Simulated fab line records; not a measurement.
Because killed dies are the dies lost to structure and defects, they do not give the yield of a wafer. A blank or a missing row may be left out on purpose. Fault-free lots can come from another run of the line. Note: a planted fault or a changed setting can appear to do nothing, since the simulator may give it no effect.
A struck lot beside a sound one :: flow sky130 :: 15 steps out of a route of 708
Sound: the wafers L528.1, L528.2, L528.6. Wafers struck: L539.1, L539.2, L539.5. The cause comes at the end.
Order at every step that has rows: each side's tool, ch and its chambers, its first start. Under that, the readings that differ: sound wafers :: struck wafers :: difference of the means :: sigmas: that difference in standard deviations of wafers without a fault.
alike: readings with means less than 2 such deviations apart, plus words and numbers identical on both sides. not compared: withheld readings, readings lacking a value on some wafer, bounds such as >300 that could conceal the same value, and numbers that have no deviation in the record and whose values overlap.
Wherever a step has rows on one side only, a row that says differs or no value, or a row with sigmas, the two part there. When numbers do not overlap yet have no deviation, they are printed without sigmas and do not part them. A reading that every wafer of one side lacks parts them only if that side has two wafers or more.

first, 1 step without rows for these wafers: SKY_POLY_GATE_CVD_03 (deposits Si3N4 from DCS/NH3, target thk 75 nm, time 1290 s).
SKY_POLY_GATE_THK_MEAS_04:
  sound on filmMetro-03 at day 15 14:37; struck on filmMetro-02 at day 19 22:37
reading: POLY_GATE_CVD_03_THK (nm)
sound: 75.2 74.6 74.1
struck: 76.5 76.7 76.6
difference: +2.0
sigmas: +2
then, 8 steps without rows for these wafers: SKY_POLY_GATE_DEHYDRATE_05 (time 60 s); SKY_POLY_GATE_HMDS_06 (prime time 60 s); SKY_POLY_GATE_COAT_07 (resist thk 110 nm); SKY_POLY_GATE_COAT_08 (resist thk 450 nm); SKY_POLY_GATE_SOFTBAKE_09 (time 90 s); SKY_POLY_GATE_EXPOSE_10 (exposes mask P1M, target cd 150 nm); SKY_POLY_GATE_PEB_11; SKY_POLY_GATE_DEVELOP_12 (develop time 60 s).
SKY_POLY_GATE_CD_MEAS_13 targets a cd of 150 nm.
  sound on cdSem-02 at day 16 18:37; struck on cdSem-02 at day 21 05:31
  alike: cdNm
SKY_POLY_GATE_OVL_MEAS_14:
  sound on overlay-01 at day 16 18:44; struck on overlay-02 at day 21 05:38
reading: POLY_GATE_OVL (nm)
sound: -12 -17 -11
struck: -2 -1 -2
difference: +12
sigmas: +2
SKY_POLY_GATE_ETCH_15: etches BARC in N2/H2, stops on SiO2, time 118.5 s, target depth 110 nm.
  sound on rieDiel-02 ch 0,1,2, day 16 18:46; struck on rieDiel-03 ch 1,2, day 21 05:40
reading: biasW (W)
sound: 100.40 99.72 99.85
struck: 96.43 96.94 96.66
difference: -3.31
sigmas: -12
  alike: drypumpMotorCurrentA, oesProductAu, throttleValvePct
  not compared: rfHoursCounterH
SKY_POLY_GATE_ETCH_16: etches Si3N4 in CH3F/O2, stops on poly-Si, time 147.5 s, target depth 75 nm.
  sound on rieDiel-02 ch 0,1,2, day 16 18:51; struck on rieDiel-03 ch 1,2, day 21 05:45
  alike: biasW, drypumpMotorCurrentA, oesProductAu, throttleValvePct
  not compared: rfHoursCounterH
-- record jumps: 28 days separate the struck wafers' starts on either side; left off in module POLY_GATE, taken up again in module PAD_OPEN, whose first shown step is the route's number 708 --
SKY_PAD_OPEN_PROBE_99:
  sound on prober-01 at day 46 01:14; struck on prober-02 at day 49 00:38
  alike: killed_at_M0_to_M3, killed_at_M4_up, killedAtContacts, killedAtFrontEnd, killedAtOther, killedDies, killedOnRim, killedOpen, killedShort

## WHERE THEY PART
Last at SKY_POLY_GATE_ETCH_15 as far as this record goes, first at SKY_POLY_GATE_THK_MEAS_04. Later steps at which nothing parts them and some readings are alike: SKY_POLY_GATE_ETCH_16, SKY_PAD_OPEN_PROBE_99.

WHY: what the simulator had put in
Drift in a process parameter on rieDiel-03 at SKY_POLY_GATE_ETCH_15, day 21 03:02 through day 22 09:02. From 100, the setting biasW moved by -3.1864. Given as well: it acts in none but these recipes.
